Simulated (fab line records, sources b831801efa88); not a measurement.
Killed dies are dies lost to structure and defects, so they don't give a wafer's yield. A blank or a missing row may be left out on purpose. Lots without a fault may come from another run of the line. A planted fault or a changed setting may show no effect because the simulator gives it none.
Problem report in the 8D (eight disciplines) form, filled by code | flow gf180mcu | the parts of the form that need people (team, actions taken, sign-off) are left out

1. THE PROBLEM
MIM_CVD_05_THK at GF_MIM_THK_MEAS_06 reads a mean of 50.4 nm on 2 wafers of 1 lot; wafers without a fault read 42.3 nm with a standard deviation of 0.57. That is +14 standard deviations from the usual mean.
First seen on wafer L275.3, day 28 11:16, on film_metro-02. The record holds 36 wafers of 12 lots with a number at this step. Rule for "out", or "out of limits": more than 4 standard deviations from the usual mean. The other wafers with a number count as sound.

2. WHAT IT IS AND WHAT IT IS NOT
question                    | is                | is not
which readings at this step | MIM_CVD_05_THK    | -
which lots                  | L275              | L263, L264, L265, L266, L273, L274, L277, L282, L283, L284, L285
which wafers of those lots  | L275.3, L275.5    | L275.2
read on which gauges        | film_metro-02     | film_metro-01
when                        | from day 28 11:16 | up to then (19 sound wafers); but 15 sound wafers of L277, L282, L283, L284, L285 came after

3. SUSPECTS, AND WHAT RULES EACH OUT
Counting: a tool at a process step up to the reading stays a suspect if it ran every lot that is out. Sound lots after the first of them don't rule it out here, since some wafers of a struck lot are sound.
- the gauge at GF_MIM_THK_MEAS_06: ruled out. All the wafers that are out were read on film_metro-02, but those of them that GF_MIM_CVD_05 has rows for are out there too, on other tools.
- pecvd-02 at GF_MIM_CVD_05 (deposits Si3N4, target thk 42 nm, time 29.086 s): kept. It ran the lot that is out, L275 (day 28 11:13); its last sound lot up to then is L266 (day 25 12:52). Its own readings are out on those wafers: run_length_s.
- Within pecvd-02 at GF_MIM_CVD_05: the wafers that are out ran in chamber 0; their sound lot-mates ran in chamber 2.
Left after counting: pecvd-02 at GF_MIM_CVD_05.

4. THE CAUSE (what the simulator had put in)
Process parameter drift: pecvd-02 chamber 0, from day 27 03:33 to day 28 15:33, at GF_MIM_CVD_05. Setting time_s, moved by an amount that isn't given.
Counting left only this tool.

5. THE CHAIN OF EFFECTS, in route order
Each row: a reading whose mean over the struck wafers that have a number lies more than 3 standard deviations from the usual. Only readings for which the record gives a usual standard deviation are gone through. hours: the time from each lot's start at the first step in this table that gives one to its start at this step, as a median over the lots. sigmas: the change in usual standard deviations.
hours | step               | reading        | usual   | on struck wafers | change | sigmas
0     | GF_MIM_CVD_05      | run_length_s   | 56.9 s  | 62.8             | +5.9   | +11
0     | GF_MIM_THK_MEAS_06 | MIM_CVD_05_THK | 42.3 nm | 50.4             | +8.1   | +14
The process steps in it:
- GF_MIM_CVD_05: deposits Si3N4, target thk 42 nm, time 29.086 s.
Later measuring or inspecting steps at which every struck wafer that the step has a row for has a number for every such reading, and none has moved that far: GF_M5_CD_MEAS_07.

6. WHAT WOULD HAVE CAUGHT IT SOONER
In this record the first reading out of limits at a measuring or inspecting step was taken at day 28 11:16, 32 hours after the fault began at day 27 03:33.
The tool's own readings at GF_MIM_CVD_05 were out on every struck wafer that the step has a row for (run_length_s): an alarm limit on them would have fired on the first of those.
All the lots that are out (1) had begun GF_MIM_CVD_05 on pecvd-02 by day 28 11:16. A hold on the tool at that time would have spared none of them.
